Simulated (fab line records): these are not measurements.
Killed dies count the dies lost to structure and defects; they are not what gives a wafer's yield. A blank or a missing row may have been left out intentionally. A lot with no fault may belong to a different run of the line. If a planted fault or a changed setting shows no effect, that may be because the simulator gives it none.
Comparing a struck lot with a sound one    flow sky130    16 out of 708 route steps
Sound: these wafers, L576.2, L576.3, L576.6. Wafers struck: L591.3, L591.4, L591.6. Last of all comes the cause.
For every step that has rows: the tool of each side, followed by ch and its chambers, followed by its first start. Under that, the readings that differ: sound wafers    struck wafers    difference of the means    sigmas: that difference in standard deviations of wafers without a fault.
alike: a reading whose means differ by less than 2 such deviations, as well as words and numbers matching on both sides. not compared: withheld readings; readings where some wafer has no value; bounds like >300 that might hide an equal value; numbers whose values overlap and for which the record gives no deviation.
The two part at a step that has a row with sigmas, a row that says differs or no value, or rows on one side only. When numbers do not overlap yet have no deviation, they are printed without sigmas and do not part them. Lack of a reading on every wafer of one side parts them only where that side has two or more wafers.

first, 5 steps without rows for these wafers: SKY_SONOS_TUNNEL_COAT_02 (resist thk 1140 nm); SKY_SONOS_TUNNEL_SOFTBAKE_03 (time 60 s); SKY_SONOS_TUNNEL_EXPOSE_04 (exposes mask TUNM, target cd 410 nm); SKY_SONOS_TUNNEL_PEB_05; SKY_SONOS_TUNNEL_DEVELOP_06 (develop time 60 s).
SKY_SONOS_TUNNEL_CD_MEAS_07: target cd 410 nm.
  sound: cdSem-02 at day 12 15:11; struck: cdSem-02 at day 17 18:10
  alike: cdNm
SKY_SONOS_TUNNEL_OVL_MEAS_08:
  sound: overlay-02 at day 12 15:17; struck: overlay-02 at day 17 18:16
  alike: SONOS_TUNNEL_OVL
then, 3 steps without rows for these wafers: SKY_SONOS_TUNNEL_IMPLANT_09; SKY_SONOS_TUNNEL_WET_ETCH_10 (etches SiO2 in dHF, target depth 14 nm, time 280 s); SKY_SONOS_TUNNEL_STRIP_11 (strips in SPM, time 600 s).
SKY_SONOS_TUNNEL_TW_MEAS_12:
  sound: filmMetro-02 at day 12 15:44; struck: filmMetro-02 at day 17 18:43
  alike: SONOS_TUNNEL_TW
then, 1 step without rows for these wafers: SKY_SONOS_TUNNEL_CLEAN_13 (cleans in dHF, time 20 s).
SKY_SONOS_ONO_OXIDATION_00: stabilise 600 s, purge 300 s, target thk 2.6 nm.
  sound on furnace-01 ch 0, day 12 15:49; struck on furnace-01 ch 0, day 17 19:48
reading                                          sound                 struck                difference  sigmas
spikeTcBottomC (C)                               824.0 824.3 825.0     794.2 792.7 795.3     -30.4       -13
spikeTcCentreC (C)                               799.7 801.8 800.5     770.6 772.1 770.9     -29.5       -17
spikeTcLowerC (C)                                800.8 803.5 801.8     772.2 772.6 770.6     -30.2       -27
spikeTcTopC (C)                                  811.0 810.8 810.9     782.9 783.5 782.3     -28.0       -9
spikeTcUpperC (C)                                803.0 803.4 804.0     771.3 772.8 773.7     -30.9       -18
tubeCenterTempC (C)                              800.11 800.03 800.04  769.99 769.89 770.09  -30.07      -99 or more
tube_center_temp_C_max                           802.2 802.2 801.6     772.0 771.6 771.8     -30.2       -84
zonePowerCentrePct (%)                           14.95 15.25 15.00     14.37 14.00 14.01     -0.94       -3
model.SiO2_of_SONOS_ONO_OXIDATION_00.thkNm (nm)  2.595 2.584 2.597     1.693 1.653 1.679     -0.917      
  alike: zonePowerLowerPct, zonePowerTopPct
SKY_SONOS_ONO_THK_MEAS_01:
  sound: filmMetro-04 at day 12 17:10; struck: filmMetro-01 at day 17 21:10
reading                       sound           struck          difference  sigmas
SONOS_ONO_OXIDATION_THK (nm)  2.57 2.52 2.58  1.68 1.65 1.70  -0.88       -17
then, 1 step without rows for these wafers: SKY_SONOS_ONO_CVD_02 (deposits Si3N4 from DCS/NH3, target thk 10.5 nm, time 180 s).
-- here the record skips 32 days between the struck wafers' starts before and after, leaving off in module SONOS_ONO and picking up in module PAD_OPEN (first step shown: number 708 of the route) --
SKY_PAD_OPEN_PROBE_99:
  sound: prober-02 at day 46 19:38; struck: prober-01 at day 50 04:17
reading                                sound                    struck                   difference  sigmas
model.etest.sonosErased.driveUaUm      213.7 187.6 153.4        286.3 255.9 258.7        +82.1       
model.etest.capOno.gateLog10ACm2       -8.028 -7.828 -8.139     -6.628 -6.626 -6.582     +1.386      
model.etest.capOno.gateBvV (V)         16.77 16.45 16.7         15.47 15.3 15.43         -1.24       
model.etest.capOno.toxAccNm (nm)       12.96 12.81 12.96        11.96 11.86 11.76        -1.05       
model.etest.pfetG5v0d10v5.offLog10AUm  -12.98 -12.66 -12.7      -12.11 -12.19 -12.1      +0.65       
model.etest.sonosErased.vtV (V)        -2.291 -2.32 -2.217      -2.719 -2.694 -2.72      -0.435      
model.etest.sonosBaked.vtLessV (V)     -0.5209 -0.5465 -0.4936  -0.8802 -0.9002 -0.8663  -0.3619     
  alike: killed_at_M0_to_M3, killed_at_M4_up, killedAtContacts, killedAtFrontEnd, killedAtOther, killedDies, killedOnRim, killedOpen, killedShort
  not compared: model.etest.sonosUncharged.rOnOhmUm

WHERE THEY PART
Last at SKY_SONOS_ONO_THK_MEAS_01 as far as this record goes, first at SKY_SONOS_ONO_OXIDATION_00. Later steps at which nothing parts them and some readings are alike: SKY_PAD_OPEN_PROBE_99.

WHY: what the simulator had put in
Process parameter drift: furnace-01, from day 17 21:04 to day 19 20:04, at SKY_SONOS_ONO_OXIDATION_00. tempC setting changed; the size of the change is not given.
